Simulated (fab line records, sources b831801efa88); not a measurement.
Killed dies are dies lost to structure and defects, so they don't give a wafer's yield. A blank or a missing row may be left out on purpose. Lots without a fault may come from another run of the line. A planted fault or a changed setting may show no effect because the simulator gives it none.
fab line records | flow sky130
record lots=6 wafers=18 last_day=50
route steps=708 shown VIA3@590 METAL4@598 CAP2M@603
lots that met no fault: from a run of the same line without faults
start_h: hours from the record's first day to the start of the lot's first wafer shown | wait_h: hours since the lot's step before | " the same as in the row above | L1.1+2: a row that stands for several wafers | - no value, or no start given | * or withheld: withheld | < > ~ a bound
route shown NAME@n: a module of which the file shows steps, and the number in the route of the first | usual: mean/standard deviation of fault-free wafers | same: alike in all rows | chamber/n: place in a boat | sites: the reading at each site | _std_site: their standard deviation | _edge_site: outer sites' mean less inner sites' | radius_mm: how far each site lies from the wafer's centre | mask NAME#n: copy n | behind: the tool/chamber that last shaped the wafer | hold: why the lot was held/for how many hours/how that ended | device: the transistor (n, p or np) that didn't switch | end of line: the same wafers' tests at the end of the route | a step without rows: its recipe alone | killed: dies lost to structure and defects at the first sort, not the wafer's yield | map: a wafer's dies, x killed, . not, _ none there
set.NAME: the setting as run; set.NAME@STEP: as run at that earlier step | model.NAME: the simulator's own value behind a step, which no gauge read
lots at some steps of the route; a table a step, a row a wafer
services: from which hour (start_h, from the record's first day; less than 0 if before it) a tool's chamber was out of use, for how many hours, and why
## steps
# step SKY_VIA3_STRIP_17
# recipe chemistry=post_etch_residue_remover time_s=1200 temp_c=72.5
# step SKY_VIA3_CLEAN_18
# recipe chemistry=IPA time_s=180 temp_c=25
# step SKY_VIA3_CLEAN_19
# recipe chemistry=O3/DIW dry=n2_spin
# step SKY_VIA3_SPUTTER_20
# recipe material=TiN target_thk_nm=20 chamber_pressure_pa=5 power_w=4000 time_s=80
# step SKY_VIA3_CVD_21
# recipe material=W target_thk_nm=390 time_s=117.31 temp_c=400 pressure_torr=40
# step SKY_VIA3_RS_MEAS_22
# recipe thk_meas_gauge=four-point-probe reads=W_of_VIA3_CVD_21+TiN_of_VIA3_SPUTTER_20
# usual VIA3_W_RS=0.2944/0.0028
# columns lot.wafer tool chamber start_h wait_h VIA3_W_RS[ohm/sq]
L674.2 film_metro-04 - 990.31 0.1 0.2921
L674.5 " - " " 0.2978
L674.6 " - " " 0.2926
L682.2 film_metro-04 - 1033.32 0.1 0.2894
L682.3 " - " " 0.2887
L682.6 " - " " 0.2944
L683.1 film_metro-03 - 1047.70 0.1 0.2950
L683.3 " - " " 0.2983
L683.4 " - " " 0.2956
L686.1 film_metro-03 - 1062.78 0.1 0.2917
L686.2 " - " " 0.2955
L686.6 " - " " 0.2937
L685.2 film_metro-02 - 1064.33 0.1 0.2978
L685.4 " - " " 0.2967
L685.6 " - " " 0.2967
L690.2 film_metro-03 - 1085.22 0.1 0.2944
L690.4 " - " " 0.2889
L690.6 " - " " 0.2936
# step SKY_VIA3_THK_MEAS_23
# recipe thk_meas_gauge=xrf reads=W_of_VIA3_CVD_21
# usual VIA3_W_THK=389/6.6
# columns lot.wafer tool chamber start_h wait_h VIA3_W_THK[nm]
L674.2 film_metro-04 - 990.42 0.1 391
L674.5 " - " " 382
L674.6 " - " " 390
L682.2 film_metro-04 - 1033.43 0.1 389
L682.3 " - " " 391
L682.6 " - " " 387
L683.1 film_metro-03 - 1047.82 0.1 390
L683.3 " - " " 387
L683.4 " - " " 390
L686.1 film_metro-03 - 1062.90 0.1 403
L686.2 " - " " 396
L686.6 " - " " 399
L685.2 film_metro-02 - 1064.44 0.1 382
L685.4 " - " " 379
L685.6 " - " " 385
L690.2 film_metro-03 - 1085.33 0.1 399
L690.4 " - " " 409
L690.6 " - " " 404
# step SKY_VIA3_CMP_24
# recipe stop_on=SiO2 t_overpolish_s=20 down_force_psi=3.5 platen_rpm=60 target_thk_nm=0 pad_velocity_m_s=0.94248
# step SKY_METAL4_SPUTTER_00
# recipe material=Ti target_thk_nm=15 power_w=3088 time_s=10 chamber_pressure_pa=0.4
# step SKY_METAL4_SPUTTER_01
# recipe material=TiN target_thk_nm=20 power_w=6500 time_s=16.7 chamber_pressure_pa=0.4
# step SKY_METAL4_SPUTTER_02
# recipe material=AlCu target_thk_nm=735 power_w=10600 time_s=39.1 chamber_pressure_pa=0.4
# usual cathode_dc_power_W=10600/1.9 chamber_pressure_pa=0.4000/0.00075 throttle_valve_pct=29.7/1.5
# columns lot.wafer tool chamber start_h wait_h cathode_dc_power_W chamber_pressure_pa throttle_valve_pct
L674.2 pvd_sputter-03 - 993.42 0.0 10599 0.4007 27.7
L674.5 " - " " 10601 0.3992 32.1
L674.6 " - " " 10599 0.3994 27.8
L682.2 pvd_sputter-04 - 1033.82 0.0 10600 0.3985 27.4
L682.3 " - " " 10598 0.3993 30.2
L682.6 " - " " 10598 0.3996 27.4
L683.1 pvd_sputter-04 - 1048.23 0.0 10600 0.4012 29.8
L683.3 " - " " 10600 0.4000 27.0
L683.4 " - " " 10602 0.4010 30.4
L686.1 pvd_sputter-04 - 1063.31 0.0 10599 0.3993 30.0
L686.2 " - " " 10599 0.3993 30.6
L686.6 " - " " 10600 0.4001 27.4
L685.2 pvd_sputter-03 - 1064.99 0.0 10602 0.4007 29.2
L685.4 " - " " 10598 0.3998 30.2
L685.6 " - " " 10599 0.4000 27.8
L690.2 pvd_sputter-03 - 1086.00 0.0 10599 0.3997 31.9
L690.4 " - " " 10600 0.3993 30.2
L690.6 " - " " 10601 0.3993 27.7
# step SKY_METAL4_SPUTTER_03
# recipe material=Ti target_thk_nm=5 power_w=3000 time_s=3.3 chamber_pressure_pa=0.4
# step SKY_METAL4_SPUTTER_04
# recipe material=TiN target_thk_nm=70 power_w=6500 time_s=58.3 chamber_pressure_pa=0.4
# usual cathode_dc_power_W=6499.9/1.2 chamber_pressure_pa=0.3998/0.00079 throttle_valve_pct=29.7/1.4
# columns lot.wafer tool chamber start_h wait_h cathode_dc_power_W chamber_pressure_pa throttle_valve_pct
L674.2 pvd_sputter-03 - 993.48 0.0 6498.7 0.3988 28.0
L674.5 " - " " 6499.7 0.3993 32.0
L674.6 " - " " 6500.1 0.3992 27.6
L682.2 pvd_sputter-04 - 1033.88 0.0 - - -
L682.3 " - " " - - -
L682.6 " - " " - - -
L683.1 pvd_sputter-04 - 1048.28 0.0 - - -
L683.3 " - " " - - -
L683.4 " - " " - - -
L686.1 pvd_sputter-04 - 1063.36 0.0 6499.6 0.4003 30.1
L686.2 " - " " 6500.7 0.3995 30.7
L686.6 " - " " 6499.9 0.3984 27.1
L685.2 pvd_sputter-03 - 1065.04 0.0 6500.0 0.4001 29.3
L685.4 " - " " 6499.0 0.3983 30.1
L685.6 " - " " 6499.3 0.4004 27.8
L690.2 pvd_sputter-03 - 1086.06 0.0 6498.5 0.3999 31.8
L690.4 " - " " 6499.0 0.3985 30.1
L690.6 " - " " 6501.2 0.3986 27.8
# step SKY_CAP2M_CVD_00
# recipe material=SiO2 target_thk_nm=15.5 temp_c=400 time_s=withheld rf_w=450
# usual heater_power_w=679/95 susceptor_temp_C=399.95/0.21
# columns lot.wafer tool chamber start_h wait_h heater_power_w susceptor_temp_C
L674.2 pecvd-01 1 993.53 0.0 732 399.95
L674.5 " 2 " " 705 400.14
L674.6 " 0 " " 609 399.94
L682.2 pecvd-01 2 1033.93 0.0 703 399.93
L682.3 " 1 " " 669 399.84
L682.6 " 0 " " 603 399.88
L683.1 pecvd-01 2 1048.33 0.0 594 400.17
L683.3 " 0 " " 612 399.80
L683.4 " 1 " " 675 399.68
L686.1 pecvd-04 2 1063.41 0.0 783 399.87
L686.2 " 1 " " 611 399.95
L686.6 " 1 " " 627 399.86
L685.2 pecvd-01 0 1065.09 0.0 682 400.01
L685.4 " 0 " " 667 399.87
L685.6 " 2 " " 601 400.04
L690.2 pecvd-03 1 1086.10 0.0 497 400.05
L690.4 " 1 " " 492 400.04
L690.6 " 2 " " 829 399.89
# step SKY_CAP2M_SPUTTER_02
# recipe material=TiN target_thk_nm=200 temp_c=300 power_w=6500 time_s=166.7 chamber_pressure_pa=0.4
# step SKY_CAP2M_DEHYDRATE_05
# recipe temp_c=200 time_s=60
# step SKY_CAP2M_HMDS_06
# recipe prime_time_s=60 prime_temp_c=120
# step SKY_CAP2M_COAT_07
# recipe resist=NOVOLAK spin_rpm=3000 resist_thk_nm=1140
# step SKY_CAP2M_SOFTBAKE_08
# recipe temp_c=90 time_s=60 resist=NOVOLAK
# step SKY_CAP2M_EXPOSE_09
# recipe mask_id=CAP2M na=0.6 source_shape=conventional sigma_outer=0.6 polarization=unpolarized target_cd_nm=1000 dose_mj=159
# step SKY_CAP2M_PEB_10
# recipe temp_c=withheld time_s=* resist=NOVOLAK
# step SKY_CAP2M_DEVELOP_11
# recipe resist=NOVOLAK developer=TMAH develop_time_s=60 dev_temp_c=23
# step SKY_CAP2M_OVL_MEAS_12
# usual CAP2M_OVL=-0.4/1.3
# columns lot.wafer tool chamber start_h wait_h CAP2M_OVL[nm]
L674.2 overlay-02 - 1015.37 0.1 -1.5
L674.5 " - " " -0.4
L674.6 " - " " -0.5
L682.2 overlay-01 - 1056.02 0.1 -0.4
L682.3 " - " " -0.6
L682.6 " - " " 1.2
L683.1 overlay-02 - 1069.98 0.1 1.7
L683.3 " - " " 0.5
L683.4 " - " " 0.9
L686.1 overlay-01 - 1084.01 0.1 -1.9
L686.2 " - " " 0.0
L686.6 " - " " 0.3
L685.2 overlay-02 - 1085.78 0.1 -0.8
L685.4 " - " " 0.3
L685.6 " - " " -1.0
L690.2 overlay-02 - 1106.52 0.1 1.5
L690.4 " - " " 0.8
L690.6 " - " " 2.0
# step SKY_CAP2M_METAL_ETCH_13
# recipe target_depth_nm=220 stop_on=SiO2 chemistry=Cl2/BCl3 target=TiN pressure_mtorr=10 icp_w=909.7 bias_w=48.5 Cl2_flow_sccm=60 bcl3_flow_sccm=30 time_s=62.9
# usual drypump_motor_current_A=5.8/0.37 oes_product_au=0.940/0.0068 throttle_valve_pct=21.903/0.0093
# columns lot.wafer tool chamber start_h wait_h drypump_motor_current_A oes_product_au rf_hours_counter_h throttle_valve_pct
L674.2 rie_metal-03 0 1015.40 0.0 5.4 0.929 12 21.902
L674.5 " 1 " " 6.3 0.942 - 21.894
L674.6 " 0 " " 5.4 0.941 - 21.901
L682.2 rie_metal-03 0 1056.05 0.0 5.4 0.937 15 21.905
L682.3 " 1 " " 6.3 0.941 - 21.905
L682.6 " 1 " " 6.3 0.945 - 21.900
L683.1 rie_metal-04 1 1070.01 0.0 6.0 0.952 12 21.896
L683.3 " 1 " " 6.0 0.937 - 21.891
L683.4 " 0 " " 5.7 0.939 - 21.906
L686.1 rie_metal-01 1 1084.05 0.0 5.7 0.942 9 21.907
L686.2 " 0 " " 5.3 0.940 19 21.900
L686.6 " 0 " " 5.3 0.929 - 21.896
L685.2 rie_metal-04 0 1085.81 0.0 5.7 0.938 18 21.901
L685.4 " 1 " " 6.0 0.933 - 21.901
L685.6 " 1 " " 6.0 0.938 - 21.910
L690.2 rie_metal-04 0 1106.55 0.0 5.6 0.936 20 21.905
L690.4 " 0 " " 5.7 0.941 - 21.898
L690.6 " 1 " " 6.0 0.943 - 21.911
# step SKY_CAP2M_STRIP_14
# recipe chemistry=O2/N2 power_w=1400 pressure_mtorr=1500 platen_temp_c=withheld o2_flow_sccm=3000 n2_flow_sccm=300 overash_fraction=0.5
# usual drypump_motor_current_A=5.7/0.35 oes_product_au=0.711/0.0044 strip_time_to_endpoint_s=12.63/0.043
# columns lot.wafer tool chamber start_h wait_h drypump_motor_current_A oes_product_au rf_hours_counter_h strip_time_to_endpoint_s
L674.2 plasma_asher-02 1 1015.48 0.1 5.0 0.709 58 12.67
L674.5 " 1 " " 5.0 0.710 - 12.68
L674.6 " 0 " " 6.0 0.712 - 12.66
L682.2 plasma_asher-02 1 1056.12 0.1 5.0 0.708 62 12.60
L682.3 " 0 " " 6.0 0.709 - 12.60
L682.6 " 1 " " 5.0 0.717 - 12.56
L683.1 plasma_asher-04 1 1070.09 0.1 5.8 0.718 32 12.54
L683.3 " 0 " " 5.8 0.712 - 12.56
L683.4 " 1 " " 5.8 0.702 - 12.62
L686.1 plasma_asher-02 1 1084.12 0.1 5.0 0.714 65 12.53
L686.2 " 0 " " 6.0 0.709 65 12.51
L686.6 " 1 " " 5.0 0.705 - 12.56
L685.2 plasma_asher-04 0 1085.89 0.1 5.8 0.714 34 12.66
L685.4 " 1 " " 5.8 0.706 - 12.60
L685.6 " 0 " " 5.8 0.711 - 12.69
L690.2 plasma_asher-04 0 1106.63 0.1 5.8 0.710 36 12.64
L690.4 " 1 " " 5.8 0.715 - 12.63
L690.6 " 1 " " 5.8 0.706 - 12.65
# step SKY_CAP2M_STRIP_15
# recipe chemistry=post_etch_residue_remover time_s=1200 temp_c=72.5
# step SKY_CAP2M_CLEAN_16
# recipe chemistry=IPA time_s=180 temp_c=25
# step SKY_CAP2M_CLEAN_17
# recipe chemistry=O3/DIW dry=n2_spin
# step SKY_METAL4_DEHYDRATE_05
# recipe temp_c=200 time_s=60
# step SKY_METAL4_HMDS_06
# recipe prime_time_s=60 prime_temp_c=120
# step SKY_METAL4_COAT_07
# recipe resist=BARC temp_c=withheld time_s=withheld spin_rpm=3000 resist_thk_nm=60
# step SKY_METAL4_COAT_08
# recipe resist=KrF-thick spin_rpm=3000 resist_thk_nm=1140
# step SKY_METAL4_SOFTBAKE_09
# recipe temp_c=100 time_s=90 resist=KrF-thick
# step SKY_METAL4_EXPOSE_10
# recipe mask_id=MM4 na=0.68 source_shape=annular sigma_inner=0.4 sigma_outer=0.8 target_cd_nm=300 dose_mj=28
# step SKY_METAL4_PEB_11
# recipe peb_temp_c=withheld peb_time_s=withheld resist=KrF-thick
# step SKY_METAL4_DEVELOP_12
# recipe develop_time_s=60 resist=KrF-thick dev_temp_c=21
# step SKY_METAL4_CD_MEAS_13
# recipe target_cd_nm=300
# usual cd_nm=300.3/1.3
# columns lot.wafer tool chamber start_h wait_h cd_nm
L674.2 cd_sem-02 - 1038.47 - 301.0
L674.5 " - " " 301.1
L674.6 " - " " 300.8
L682.2 cd_sem-02 - 1078.18 - 304.1
L682.3 " - " " 300.8
L682.6 " - " " 301.1
L683.1 cd_sem-02 - 1090.96 - 301.4
L683.3 " - " " 300.6
L683.4 " - " " 300.1
L686.1 cd_sem-02 - 1104.61 - 299.8
L686.2 " - " " 300.5
L686.6 " - " " 299.5
L685.2 cd_sem-01 - 1106.88 - 300.7
L685.4 " - " " 302.5
L685.6 " - " " 300.0
L690.2 cd_sem-02 - 1127.53 - 299.5
L690.4 " - " " 299.4
L690.6 " - " " 300.0
# step SKY_METAL4_OVL_MEAS_14
# usual METAL4_OVL=1/5.1
# columns lot.wafer tool chamber start_h wait_h METAL4_OVL[nm]
L674.2 overlay-02 - 1038.58 0.1 -1
L674.5 " - " " -12
L674.6 " - " " -7
L682.2 overlay-02 - 1078.29 0.1 6
L682.3 " - " " 7
L682.6 " - " " 6
L683.1 overlay-02 - 1091.08 0.1 0
L683.3 " - " " 12
L683.4 " - " " 4
L686.1 overlay-02 - 1104.73 0.1 -3
L686.2 " - " " -7
L686.6 " - " " -4
L685.2 overlay-01 - 1106.99 0.1 4
L685.4 " - " " 4
L685.6 " - " " -3
L690.2 overlay-01 - 1127.64 0.1 0
L690.4 " - " " 1
L690.6 " - " " 4
# step SKY_METAL4_DESCUM_15
# recipe chemistry=O2 source_power_w=150 bias_power_w=0 pressure_mtorr=10 temp_c=40 time_s=8
# usual drypump_motor_current_A=5.5/0.43 oes_product_au=1.001/0.0093
# columns lot.wafer tool chamber start_h wait_h drypump_motor_current_A oes_product_au rf_hours_counter_h
L674.2 rie_metal-01 0 1038.61 0.0 5.3 1.010 17
L674.5 " 0 " " 5.3 1.009 -
L674.6 " 1 " " 5.7 0.992 -
L682.2 rie_metal-01 1 1078.32 0.0 5.7 0.985 9
L682.3 " 1 " " 5.7 0.993 -
L682.6 " 1 " " 5.7 0.989 -
L683.1 rie_metal-01 1 1091.12 0.0 5.7 0.985 10
L683.3 " 0 " " 5.3 1.005 -
L683.4 " 1 " " 5.7 0.996 -
L686.1 rie_metal-03 0 1104.77 0.0 5.5 1.008 19
L686.2 " 1 " " 6.3 1.005 14
L686.6 " 1 " " 6.3 1.007 -
L685.2 rie_metal-01 1 1107.02 0.0 5.7 0.997 11
L685.4 " 1 " " 5.7 0.997 -
L685.6 " 1 " " 5.7 0.991 -
L690.2 rie_metal-01 0 1127.67 0.0 5.3 1.011 22
L690.4 " 0 " " 5.3 1.018 -
L690.6 " 1 " " 5.7 0.994 -
# step SKY_METAL4_METAL_ETCH_18
# recipe target_depth_a=8450 stop_on=SiO2 over_etch_frac=0.3 time_s=183.1 chemistry=Cl2/BCl3 resist_sidewall_deg=88 pressure_mtorr=10 icp_w=900 bias_w=48.5 Cl2_flow_sccm=60 bcl3_flow_sccm=30
# usual drypump_motor_current_A=5.3/0.47 oes_product_au=0.866/0.0059 throttle_valve_pct=22.264/0.0092
# columns lot.wafer tool chamber start_h wait_h drypump_motor_current_A oes_product_au rf_hours_counter_h throttle_valve_pct
L674.2 rie_metal-02 0 1038.75 0.0 4.9 0.877 11 22.272
L674.5 " 0 " " 4.9 0.872 - 22.239
L674.6 " 1 " " 5.1 0.873 - 22.258
L682.2 rie_metal-02 0 1078.47 0.0 4.9 0.834 14 22.248
L682.3 " 1 " " 5.1 0.833 - 22.259
L682.6 " 0 " " 4.9 0.824 - 22.271
L683.1 rie_metal-03 0 1091.27 0.0 5.4 0.819 18 22.260
L683.3 " 1 " " 6.3 0.820 - 22.284
L683.4 " 0 " " 5.4 0.822 - 22.268
L686.1 rie_metal-01 1 1104.92 0.0 5.7 0.867 11 22.257
L686.2 " 0 " " 5.3 0.869 21 22.267
L686.6 " 1 " " 5.7 0.865 - 22.273
L685.2 rie_metal-03 0 1107.17 0.0 5.4 0.877 19 22.268
L685.4 " 1 " " 6.3 0.877 - 22.272
L685.6 " 1 " " 6.3 0.875 - 22.276
L690.2 rie_metal-02 1 1127.82 0.0 5.1 0.877 18 22.268
L690.4 " 0 " " 4.9 0.879 - 22.258
L690.6 " 0 " " 4.9 0.866 - 22.256
## services
# columns tool chamber start_h hours kind
pvd_sputter-03 - 969.74 1.6 repair
pecvd-03 0 990.29 23.7 repair
rie_metal-01 - 993.61 0.2 repair
pecvd-03 - 994.11 6.0 pm
rie_metal-02 - 994.45 1.2 repair
pvd_sputter-04 3 996.26 - consumable_replace:kit
pvd_sputter-04 3 996.26 18.0 scheduled_down
pvd_sputter-04 3 996.26 18.0 vent_cycle
rie_metal-02 1 998.34 22.1 repair
rie_metal-01 - 1003.69 1.4 pm
rie_metal-02 0 1015.91 9.0 repair
pecvd-03 - 1025.02 1.1 repair
pvd_sputter-03 - 1025.82 4.5 repair
rie_metal-03 - 1038.25 0.4 repair
pecvd-01 - 1039.35 0.6 repair
pecvd-03 - 1047.67 3.5 repair
pecvd-01 - 1048.81 0.8 pm
plasma_asher-02 - 1060.20 0.7 repair
rie_metal-01 - 1062.38 15.6 pm
pvd_sputter-04 2 1071.37 - consumable_replace:kit
pvd_sputter-04 2 1071.37 18.0 scheduled_down
rie_metal-02 - 1071.55 0.4 repair
pecvd-04 0 1103.51 12.5 repair
rie_metal-02 1 1115.28 3.5 repair
## key
first_sign step=SKY_METAL4_SPUTTER_04 reading=tool_record direction=missing
effect step=SKY_METAL4_METAL_ETCH_18 reading=oes_product_au direction=down sigmas=6.9 usual=0.866 struck=0.825
met_at SKY_METAL4_SPUTTER_04
struck_wafers L682.2,L682.3,L682.6,L683.1,L683.3,L683.4
later_rows_left_out L682.2,L682.3,L682.6,L683.1,L683.3,L683.4
sort_left_out L682.2,L682.3,L682.6,L683.1,L683.3,L683.4
fault kind=skipped_step_whole tool=pvd_sputter-04 chamber=- onset_h=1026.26 steps=SKY_METAL4_SPUTTER_04 scope=struck_lots_only
# sort_left_out: the simulated sort isn't trusted on such a fault, so these wafers' sort isn't shown, and their yield isn't known
# later_rows_left_out: the simulator's readings of these wafers behind a module that went badly wrong aren't trusted and aren't shown, but for the sort
